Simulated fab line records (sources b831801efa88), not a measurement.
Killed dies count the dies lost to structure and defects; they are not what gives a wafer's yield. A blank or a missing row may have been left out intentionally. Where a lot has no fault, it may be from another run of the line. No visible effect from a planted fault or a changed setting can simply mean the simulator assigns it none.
fab line records ; flow gf180mcu
record: lots: 14; wafers: 42; last-day: 34
route steps=602 shown HV_LDD@197 V1@350 M2@377
lots that met no fault: taken from a fault-free run of the same line
start-h: hours from the record's first day to the start of the lot's first wafer shown ; wait-h: hours from the lot's prior step to this one ; " as in the row above ; L1.1+2: a row that stands for several wafers ; - no value present, or no start provided ; * or withheld: withheld ; < > ~ a bound
route shown NAME@n: names a module that has steps shown in the file, with the first one's number in the route ; usual: mean/standard deviation of fault-free wafers ; same: alike in all rows ; chamber/n: place in a boat ; sites: the reading at each site ; _std_site: their standard deviation ; _edge_site: inner sites' mean taken away from outer sites' mean ; radius-mm: how far each site lies from the wafer's centre ; mask NAME#n: copy n ; behind: the most recent tool/chamber to have shaped the wafer ; hold: why the lot was held/for how many hours/how that ended ; device: names the non-switching transistor (n, p or np) ; end of line: tests of these same wafers at the route's end ; a step with no rows: only its recipe ; killed: dies lost to structure and defects at the first sort, not the wafer's yield ; map: dies across one wafer; x = killed, . = not, _ = none there
set.NAME: the setting as run; set.NAME@STEP: as run at that earlier step ; model.NAME: the simulator's own value behind a step, which no gauge read
a sample of lots followed through the steps of the route, with each step as a table and each wafer as a row
services: when a tool's chamber went out of use (start-h, in hours from the record's first day, below 0 if earlier), for how many hours, and the reason
== steps ==
step: GF_HV_LDD_IMPLANT_21
recipe: species: BF2; energy-kev: 25; dose-cm2: 5e+13; tilt-deg: 7
usual: dose-ions-cm2: 5e+13/6.4e+10; end-station-pressure-torr: 5.22e-06/2.7e-07; faraday-current-uA: 283/6
lot.wafer;tool;chamber;start-h;wait-h;dose-ions-cm2;end-station-pressure-torr;faraday-current-uA
L704.2;implanter-04;0;232.62;0.0;4.992e+13;5.51e-06;275
L704.5;implanter-04;0;232.62;0.0;5e+13;5.64e-06;294
L704.6;implanter-04;0;232.62;0.0;5.005e+13;5.68e-06;289
L705.2;implanter-02;0;237.62;0.0;5.002e+13;5.39e-06;278
L705.5;implanter-02;0;237.62;0.0;5e+13;5.17e-06;277
L705.6;implanter-02;0;237.62;0.0;5.002e+13;5.12e-06;286
L706.1;implanter-02;0;246.10;0.0;5.001e+13;5.19e-06;283
L706.2;implanter-02;0;246.10;0.0;4.997e+13;5.27e-06;289
L706.4;implanter-02;0;246.10;0.0;4.993e+13;5.22e-06;269
L707.1;implanter-04;0;250.65;0.0;4.997e+13;5.33e-06;289
L707.3;implanter-04;0;250.65;0.0;4.993e+13;5.55e-06;284
L707.6;implanter-04;0;250.65;0.0;4.989e+13;5.66e-06;278
L709.1;implanter-03;0;267.25;0.0;5.005e+13;5.44e-06;278
L709.3;implanter-03;0;267.25;0.0;5.003e+13;5.09e-06;280
L709.4;implanter-03;0;267.25;0.0;5.004e+13;5.49e-06;281
L713.2;implanter-02;0;304.72;0.0;5e+13;5.5e-06;283
L713.4;implanter-02;0;304.72;0.0;5.007e+13;5.38e-06;278
L713.5;implanter-02;0;304.72;0.0;4.99e+13;5.44e-06;277
L715.2;implanter-04;0;321.31;0.0;5.732e+13;5.54e-06;330
L715.3;implanter-04;0;321.31;0.0;5.728e+13;5.38e-06;320
L715.4;implanter-04;0;321.31;0.0;5.727e+13;5.32e-06;322
L716.1;implanter-04;0;329.94;0.0;5.736e+13;4.77e-06;322
L716.5;implanter-04;0;329.94;0.0;5.732e+13;5.44e-06;322
L716.6;implanter-04;0;329.94;0.0;5.742e+13;5.32e-06;316
L720.1;implanter-02;0;368.40;0.0;5.006e+13;5.19e-06;290
L720.2;implanter-02;0;368.40;0.0;5.012e+13;5.26e-06;286
L720.4;implanter-02;0;368.40;0.0;5.006e+13;4.8e-06;283
L723.3;implanter-02;0;385.50;0.1;5.002e+13;5.6e-06;284
L723.5;implanter-02;0;385.50;0.1;5.001e+13;4.86e-06;289
L723.6;implanter-02;0;385.50;0.1;5.01e+13;5.41e-06;276
L724.1;implanter-02;0;387.29;0.0;5.003e+13;5.31e-06;286
L724.5;implanter-02;0;387.29;0.0;5.013e+13;5.39e-06;279
L724.6;implanter-02;0;387.29;0.0;5.009e+13;5.24e-06;279
L725.2;implanter-04;0;396.71;0.0;5.003e+13;4.6e-06;291
L725.5;implanter-04;0;396.71;0.0;4.996e+13;4.83e-06;292
L725.6;implanter-04;0;396.71;0.0;4.997e+13;5.12e-06;291
L727.2;implanter-04;0;407.97;0.0;4.994e+13;5.75e-06;282
L727.3;implanter-04;0;407.97;0.0;4.995e+13;5.39e-06;285
L727.6;implanter-04;0;407.97;0.0;5.002e+13;4.92e-06;285
L726.3;implanter-02;0;409.25;0.1;5.003e+13;5.23e-06;289
L726.4;implanter-02;0;409.25;0.1;4.997e+13;5.02e-06;278
L726.5;implanter-02;0;409.25;0.1;5.006e+13;5.45e-06;282
step: GF_HV_LDD_TW_MEAS_23
usual: HV_LDD_2_TW: 1056/7.4
lot.wafer;tool;chamber;start-h;wait-h;HV_LDD_2_TW
L704.2;film-metro-03;-;232.86;0.1;1049
L704.5;film-metro-03;-;232.86;0.1;1047
L704.6;film-metro-03;-;232.86;0.1;1047
L705.2;film-metro-03;-;237.86;0.1;1056
L705.5;film-metro-03;-;237.86;0.1;1049
L705.6;film-metro-03;-;237.86;0.1;1052
L706.1;film-metro-04;-;246.35;0.1;1060
L706.2;film-metro-04;-;246.35;0.1;1060
L706.4;film-metro-04;-;246.35;0.1;1062
L707.1;film-metro-03;-;250.90;0.1;1057
L707.3;film-metro-03;-;250.90;0.1;1062
L707.6;film-metro-03;-;250.90;0.1;1061
L709.1;film-metro-02;-;267.50;0.1;1051
L709.3;film-metro-02;-;267.50;0.1;1051
L709.4;film-metro-02;-;267.50;0.1;1053
L713.2;film-metro-04;-;304.96;0.1;1061
L713.4;film-metro-04;-;304.96;0.1;1055
L713.5;film-metro-04;-;304.96;0.1;1060
L715.2;film-metro-04;-;321.55;0.1;1113
L715.3;film-metro-04;-;321.55;0.1;1113
L715.4;film-metro-04;-;321.55;0.1;1113
L716.1;film-metro-03;-;330.19;0.1;1098
L716.5;film-metro-03;-;330.19;0.1;1098
L716.6;film-metro-03;-;330.19;0.1;1098
L720.1;film-metro-03;-;368.65;0.1;1056
L720.2;film-metro-03;-;368.65;0.1;1052
L720.4;film-metro-03;-;368.65;0.1;1047
L723.3;film-metro-03;-;385.72;0.1;1055
L723.5;film-metro-03;-;385.72;0.1;1052
L723.6;film-metro-03;-;385.72;0.1;1050
L724.1;film-metro-04;-;387.54;0.1;1063
L724.5;film-metro-04;-;387.54;0.1;1059
L724.6;film-metro-04;-;387.54;0.1;1059
L725.2;film-metro-03;-;396.94;0.1;1056
L725.5;film-metro-03;-;396.94;0.1;1048
L725.6;film-metro-03;-;396.94;0.1;1054
L727.2;film-metro-03;-;408.21;0.1;1042
L727.3;film-metro-03;-;408.21;0.1;1049
L727.6;film-metro-03;-;408.21;0.1;1047
L726.3;film-metro-03;-;409.47;0.1;1050
L726.4;film-metro-03;-;409.47;0.1;1047
L726.5;film-metro-03;-;409.47;0.1;1047
step: GF_V1_OVL_MEAS_15
usual: V1_OVL: -1/5.2
lot.wafer;tool;chamber;start-h;wait-h;V1_OVL[nm]
L704.2;overlay-01;-;404.52;0.1;0
L704.5;overlay-01;-;404.52;0.1;-6
L704.6;overlay-01;-;404.52;0.1;-4
L705.2;overlay-02;-;411.66;0.1;4
L705.5;overlay-02;-;411.66;0.1;4
L705.6;overlay-02;-;411.66;0.1;2
L706.1;overlay-01;-;424.91;0.1;-9
L706.2;overlay-01;-;424.91;0.1;-6
L706.4;overlay-01;-;424.91;0.1;-4
L707.1;overlay-01;-;429.96;0.1;-8
L707.3;overlay-01;-;429.96;0.1;-10
L707.6;overlay-01;-;429.96;0.1;-1
L709.1;overlay-01;-;451.98;0.1;5
L709.3;overlay-01;-;451.98;0.1;4
L709.4;overlay-01;-;451.98;0.1;-7
L713.2;overlay-01;-;497.77;0.1;-3
L713.4;overlay-01;-;497.77;0.1;-6
L713.5;overlay-01;-;497.77;0.1;6
L715.2;overlay-01;-;515.11;0.1;-4
L715.3;overlay-01;-;515.11;0.1;-6
L715.4;overlay-01;-;515.11;0.1;-6
L716.1;overlay-01;-;523.48;0.1;-1
L716.5;overlay-01;-;523.48;0.1;-3
L716.6;overlay-01;-;523.48;0.1;-3
L720.1;overlay-01;-;561.83;0.1;2
L720.2;overlay-01;-;561.83;0.1;7
L720.4;overlay-01;-;561.83;0.1;6
L723.3;overlay-01;-;580.69;0.1;2
L723.5;overlay-01;-;580.69;0.1;-1
L723.6;overlay-01;-;580.69;0.1;6
L724.1;overlay-01;-;581.10;0.1;-3
L724.5;overlay-01;-;581.10;0.1;-5
L724.6;overlay-01;-;581.10;0.1;-4
L725.2;overlay-01;-;591.12;0.1;5
L725.5;overlay-01;-;591.12;0.1;1
L725.6;overlay-01;-;591.12;0.1;2
L727.2;overlay-02;-;600.93;0.1;3
L727.3;overlay-02;-;600.93;0.1;-1
L727.6;overlay-02;-;600.93;0.1;-3
L726.3;overlay-01;-;604.52;0.1;-2
L726.4;overlay-01;-;604.52;0.1;-1
L726.5;overlay-01;-;604.52;0.1;-5
step: GF_V1_CVD_23
recipe: material: W; target-thk-nm: 350; time-s: 105.05; temp-c: 400; pressure-torr: 40
usual: heater-power-w: 806/79
lot.wafer;tool;chamber;start-h;wait-h;heater-power-w
L704.2;cvd-w-01;1;405.34;0.0;829
L704.5;cvd-w-01;1;405.34;0.0;872
L704.6;cvd-w-01;0;405.34;0.0;710
L705.2;cvd-w-01;0;412.49;0.0;708
L705.5;cvd-w-01;1;412.49;0.0;862
L705.6;cvd-w-01;0;412.49;0.0;708
L706.1;cvd-w-01;0;425.71;0.0;717
L706.2;cvd-w-01;0;425.71;0.0;715
L706.4;cvd-w-01;0;425.71;0.0;714
L707.1;cvd-w-02;0;430.76;0.0;771
L707.3;cvd-w-02;0;430.76;0.0;780
L707.6;cvd-w-02;0;430.76;0.0;787
L709.1;cvd-w-02;1;452.78;0.0;888
L709.3;cvd-w-02;0;452.78;0.0;760
L709.4;cvd-w-02;1;452.78;0.0;892
L713.2;cvd-w-01;1;498.56;0.0;879
L713.4;cvd-w-01;0;498.56;0.0;708
L713.5;cvd-w-01;0;498.56;0.0;701
L715.2;cvd-w-02;0;515.91;0.0;796
L715.3;cvd-w-02;1;515.91;0.0;912
L715.4;cvd-w-02;0;515.91;0.0;782
L716.1;cvd-w-02;0;524.28;0.0;773
L716.5;cvd-w-02;1;524.28;0.0;903
L716.6;cvd-w-02;0;524.28;0.0;808
L720.1;cvd-w-01;1;562.66;0.0;860
L720.2;cvd-w-01;0;562.66;0.0;711
L720.4;cvd-w-01;0;562.66;0.0;703
L723.3;cvd-w-01;0;581.51;0.1;716
L723.5;cvd-w-01;0;581.51;0.1;703
L723.6;cvd-w-01;1;581.51;0.1;838
L724.1;cvd-w-01;0;581.90;0.0;710
L724.5;cvd-w-01;0;581.90;0.0;705
L724.6;cvd-w-01;1;581.90;0.0;867
L725.2;cvd-w-01;0;591.94;0.0;705
L725.5;cvd-w-01;1;591.94;0.0;869
L725.6;cvd-w-01;0;591.94;0.0;712
L727.2;cvd-w-02;0;601.72;0.0;789
L727.3;cvd-w-02;0;601.72;0.0;792
L727.6;cvd-w-02;0;601.72;0.0;783
L726.3;cvd-w-02;0;605.37;0.1;768
L726.4;cvd-w-02;1;605.37;0.1;928
L726.5;cvd-w-02;0;605.37;0.1;763
step: GF_M2_OVL_MEAS_15
usual: M2_OVL: -7/5.9
lot.wafer;tool;chamber;start-h;wait-h;M2_OVL[nm]
L704.2;overlay-01;-;429.18;0.1;0
L704.5;overlay-01;-;429.18;0.1;-5
L704.6;overlay-01;-;429.18;0.1;4
L705.2;overlay-01;-;437.43;0.1;-12
L705.5;overlay-01;-;437.43;0.1;-11
L705.6;overlay-01;-;437.43;0.1;-12
L706.1;overlay-02;-;451.15;0.1;-4
L706.2;overlay-02;-;451.15;0.1;-4
L706.4;overlay-02;-;451.15;0.1;-5
L707.1;overlay-02;-;455.90;0.1;-11
L707.3;overlay-02;-;455.90;0.1;-6
L707.6;overlay-02;-;455.90;0.1;-7
L709.1;overlay-01;-;477.48;0.1;-16
L709.3;overlay-01;-;477.48;0.1;-14
L709.4;overlay-01;-;477.48;0.1;-20
L713.2;overlay-01;-;522.56;0.1;-6
L713.4;overlay-01;-;522.56;0.1;-7
L713.5;overlay-01;-;522.56;0.1;-2
L715.2;overlay-01;-;538.96;0.1;-7
L715.3;overlay-01;-;538.96;0.1;-8
L715.4;overlay-01;-;538.96;0.1;-6
L716.1;overlay-01;-;547.75;0.1;-14
L716.5;overlay-01;-;547.75;0.1;-13
L716.6;overlay-01;-;547.75;0.1;-9
L720.1;overlay-01;-;584.90;0.1;-9
L720.2;overlay-01;-;584.90;0.1;-6
L720.4;overlay-01;-;584.90;0.1;-7
L723.3;overlay-02;-;603.59;0.1;-6
L723.5;overlay-02;-;603.59;0.1;-6
L723.6;overlay-02;-;603.59;0.1;-12
L724.1;overlay-02;-;604.40;0.1;4
L724.5;overlay-02;-;604.40;0.1;-5
L724.6;overlay-02;-;604.40;0.1;-5
L725.2;overlay-01;-;614.24;0.1;5
L725.5;overlay-01;-;614.24;0.1;1
L725.6;overlay-01;-;614.24;0.1;5
L727.2;overlay-01;-;622.91;0.1;-10
L727.3;overlay-01;-;622.91;0.1;-13
L727.6;overlay-01;-;622.91;0.1;-9
L726.3;overlay-01;-;627.39;0.1;-9
L726.4;overlay-01;-;627.39;0.1;-8
L726.5;overlay-01;-;627.39;0.1;-7
== services ==
tool;chamber;start-h;hours;kind
cvd-w-01;1;210.41;8.3;repair
implanter-04;-;217.80;0.7;repair
cvd-w-01;0;262.60;11.2;repair
implanter-03;-;268.98;2.9;repair
implanter-03;-;306.05;3.6;repair
implanter-03;-;312.92;4.8;repair
cvd-w-02;-;317.73;2.8;pm
implanter-03;-;321.46;98.0;repair
implanter-02;-;331.15;1.1;repair
cvd-w-01;-;390.00;14.0;pm
implanter-03;-;419.42;4.1;pm
cvd-w-01;1;424.43;10.5;repair
implanter-02;-;424.91;2.7;repair
cvd-w-01;-;429.07;2.8;pm
implanter-03;-;518.55;9.5;repair
implanter-02;-;547.62;4.2;pm
implanter-02;-;556.35;3.9;repair
cvd-w-02;-;565.01;28.1;pm
implanter-04;-;574.26;5.5;pm
implanter-02;-;581.31;6.9;repair
implanter-03;-;583.37;4.8;repair
implanter-03;-;584.63;5.1;repair
cvd-w-01;-;593.11;14.6;pm
implanter-03;-;604.94;2.5;repair
== key ==
first-sign: step: GF_HV_LDD_IMPLANT_21; reading: dose-ions-cm2; direction: up; sigmas: 99+; usual: 5e+13; struck: 5.733e+13
effect: step: GF_HV_LDD_IMPLANT_21; reading: faraday-current-uA; direction: up; sigmas: 6.6; usual: 283; struck: 322
effect: step: GF_HV_LDD_TW_MEAS_23; reading: HV_LDD_2_TW; direction: up; sigmas: 6.7; usual: 1056; struck: 1106
met-at GF_HV_LDD_IMPLANT_21
struck-lots L715,L716
tester-left-out L715,L716
not-acting-at GF_V1_OVL_MEAS_15,GF_V1_CVD_23,GF_M2_OVL_MEAS_15
onset-between 250.65 321.31
fault: kind: process-parameter-drift; tool: implanter-04; chamber: -; onset-h: 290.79; steps: GF_HV_LDD_IMPLANT_21; channel: dose-cm2; offset: 7.3942e+12; shape: step; end-h: 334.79; acts-in: these-recipes-only; stated: 5e+13
tester-left-out: of these lots the tester's yield and bins aren't shown, on N5 and GAA mostly nor the transistor test; their killed dies are dies lost to structure and defects alone, not to doping, threshold or leakage, so they don't give the yield
